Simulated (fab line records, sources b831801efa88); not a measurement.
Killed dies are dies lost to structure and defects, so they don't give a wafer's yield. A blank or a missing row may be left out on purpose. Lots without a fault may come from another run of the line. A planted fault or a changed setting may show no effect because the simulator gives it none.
A struck lot beside a sound one | flow sky130 | 28 steps out of a route of 708
Sound: wafers L173.1, L173.4, L173.6. Struck: wafers L177.1, L177.4. (L177.6 of the same lot was not struck and is left out.) The cause comes at the end.
At each step with rows: each side's tool, then ch and its chambers, then its first start. Under that, the readings that differ: sound wafers | struck wafers | difference of the means | sigmas: that difference in standard deviations of wafers without a fault.
alike: readings whose means differ by less than 2 such deviations, and words and numbers that are the same on both sides. not compared: withheld readings, readings that some wafer has no value for, bounds like >300 that may hide the same value, and numbers for which the record gives no deviation and whose values overlap.
The two part at a step that has a row with sigmas, a row that says differs or no value, or rows on one side only. Numbers that don't overlap but have no deviation are shown without sigmas and don't part them. A reading that every wafer of one side lacks parts them only if that side has two wafers or more.

first, 1 step without rows for these wafers: SKY_VIA3_SPUTTER_20 (material TiN, target thk 20 nm, time 80 s).
SKY_VIA3_CVD_21: deposits W, target thk 390 nm, time 117.31 s.
  sound on cvd_w-02 ch 1, day 42 00:21; struck on cvd_w-02 ch 1, day 42 20:40
  alike: heater_power_w
SKY_VIA3_RS_MEAS_22: measures by four-point-probe.
  sound on film_metro-01, day 42 00:28; struck on film_metro-04, day 42 20:47
  alike: VIA3_W_RS
SKY_VIA3_THK_MEAS_23: measures by xrf.
  sound on film_metro-01, day 42 00:35; struck on film_metro-04, day 42 20:55
  alike: VIA3_W_THK
SKY_VIA3_CMP_24: polishes, stops on SiO2, t overpolish 20 s, target thk 0 nm.
  sound on cmp-01 ch 0,1,2, day 42 00:45; struck on cmp-02 ch 1,2, day 42 20:58
  alike: motor_current_A, overpolish_run_s, time_to_endpoint_s
then, 1 step without rows for these wafers: SKY_METAL4_SPUTTER_00 (material Ti, target thk 15 nm, time 10 s).
SKY_METAL4_SPUTTER_01: material TiN, target thk 20 nm, time 16.7 s.
  sound on pvd_sputter-03, day 42 00:59; struck on pvd_sputter-01, day 42 21:17
  alike: throttle_valve_pct
then, 1 step without rows for these wafers: SKY_METAL4_SPUTTER_02 (material AlCu, target thk 735 nm, time 39.1 s).
SKY_METAL4_SPUTTER_03: material Ti, target thk 5 nm, time 3.3 s.
  sound on pvd_sputter-03, day 42 01:02; struck on pvd_sputter-01, day 42 21:21
  alike: throttle_valve_pct
then, 1 step without rows for these wafers: SKY_METAL4_SPUTTER_04 (material TiN, target thk 70 nm, time 58.3 s).
SKY_CAP2M_CVD_00: deposits SiO2, target thk 15.5 nm.
  sound on pecvd-04 ch 1,2, day 42 01:07; struck on pecvd-01 ch 2, day 42 21:25
  alike: heater_power_w
SKY_CAP2M_THK_MEAS_01:
  sound on film_metro-03, day 42 01:08; struck on film_metro-03, day 42 21:26
  alike: CAP2M_CVD_00_THK
SKY_CAP2M_SPUTTER_02: material TiN, target thk 200 nm, time 166.7 s.
  sound on pvd_sputter-04, day 42 01:11; struck on pvd_sputter-02, day 42 21:30
  reading                                   | sound             | struck      | difference | sigmas
  model.TiN_of_CAP2M_SPUTTER_02.thk_nm (nm) | 200.2 201.9 202.6 | 278.6 276.8 | +76.1      |
  alike: throttle_valve_pct
SKY_CAP2M_RS_MEAS_03: measures by four-point-probe.
  sound on film_metro-04, day 42 01:18; struck on film_metro-04, day 42 21:37
  reading               | sound          | struck    | difference | sigmas
  CAP2M_TIN_RS (ohm/sq) | 6.89 6.84 6.83 | 4.93 4.96 | -1.91      | -21
SKY_CAP2M_THK_MEAS_04: measures by xrf.
  sound on film_metro-04, day 42 01:25; struck on film_metro-04, day 42 21:44
  reading            | sound       | struck  | difference | sigmas
  CAP2M_TIN_THK (nm) | 206 208 209 | 286 284 | +77        | +26
then, 7 steps without rows for these wafers: SKY_CAP2M_DEHYDRATE_05 (time 60 s); SKY_CAP2M_HMDS_06 (prime time 60 s); SKY_CAP2M_COAT_07 (resist thk 1140 nm); SKY_CAP2M_SOFTBAKE_08 (time 60 s); SKY_CAP2M_EXPOSE_09 (exposes mask CAP2M, target cd 1000 nm); SKY_CAP2M_PEB_10; SKY_CAP2M_DEVELOP_11 (develop time 60 s).
SKY_CAP2M_OVL_MEAS_12:
  sound on overlay-02, day 43 00:40; struck on overlay-02, day 43 19:43
  alike: CAP2M_OVL
SKY_CAP2M_METAL_ETCH_13: etches TiN in Cl2/BCl3, stops on SiO2, target depth 220 nm, time 62.9 s.
  sound on rie_metal-04 ch 0,1, day 43 00:43; struck on rie_metal-02 ch 0, day 43 19:46
  reading                | sound                | struck        | difference | sigmas
  oes_product_au (a.u.)  | 0.947 0.944 0.938    | 1.009 1.009   | +0.066     | +8
  throttle_valve_pct (%) | 21.890 21.903 21.905 | 21.864 21.861 | -0.037     | -4
  alike: bias_w, drypump_motor_current_A, he_backside_leak_sccm
  not compared: rf_hours_counter_h
then, 1 step without rows for these wafers: SKY_CAP2M_STRIP_14 (strips in O2/N2).
SKY_CAP2M_STRIP_15: strips in post etch residue remover, time 1200 s.
  sound on wet_bench-03 ch 2, day 43 00:53; struck on wet_bench-01 ch 2, day 43 20:01
  reading                                   | sound             | struck      | difference | sigmas
  model.TiN_of_CAP2M_SPUTTER_02.thk_nm (nm) | 199.8 201.5 202.2 | 278.2 276.3 | +76.1      |
then, 1 step without rows for these wafers: SKY_CAP2M_CLEAN_16 (cleans in IPA, time 180 s).
-- the record jumps here: 5 days lie between the struck wafers' starts before and after (it left off in module CAP2M and takes up again in module PAD_OPEN, whose first step shown is number 708 of the route) --
SKY_PAD_OPEN_PROBE_99:
  sound on prober-02, day 47 17:29; struck on prober-02, day 48 10:33
  reading                  | sound          | struck    | difference | sigmas
  defect_limited_yield (%) | 84.3 82.7 85.4 | 0 0       | -84        | -47
  killed_at_contacts       | 19 21 20       | 35 34     | +14        | +3
  killed_at_other          | 0 0 0          | 389 397   | +393       | +99 or more
  killed_dies              | 77 85 72       | 492 492   | +414       | +47
  killed_on_rim            | 11 19 17       | 96 96     | +80        | +22
  killed_open              | 40 39 30       | 58 55     | +20        | +3
  sort_bin_3_pad_short (%) | 1.6 1.0 1.4    | 79.5 81.5 | +79.2      | +99 or more
  sort_bin_5_function (%)  | 9.3 9.8 7.9    | 12.6 11.6 | +3.1       | +2
  sort_n_pass              | 415 407 420    | 0 0       | -414       | -47
  sort_yield_pct (%)       | 84.3 82.7 85.4 | 0 0       | -84        | -47
  alike: killed_at_M0_to_M3, killed_at_M4_up, killed_at_front_end, killed_short, sort_bin_6_memory

WHERE THEY PART
First at SKY_CAP2M_RS_MEAS_03; last, within this record, at SKY_PAD_OPEN_PROBE_99.

WHY: what the simulator had put in
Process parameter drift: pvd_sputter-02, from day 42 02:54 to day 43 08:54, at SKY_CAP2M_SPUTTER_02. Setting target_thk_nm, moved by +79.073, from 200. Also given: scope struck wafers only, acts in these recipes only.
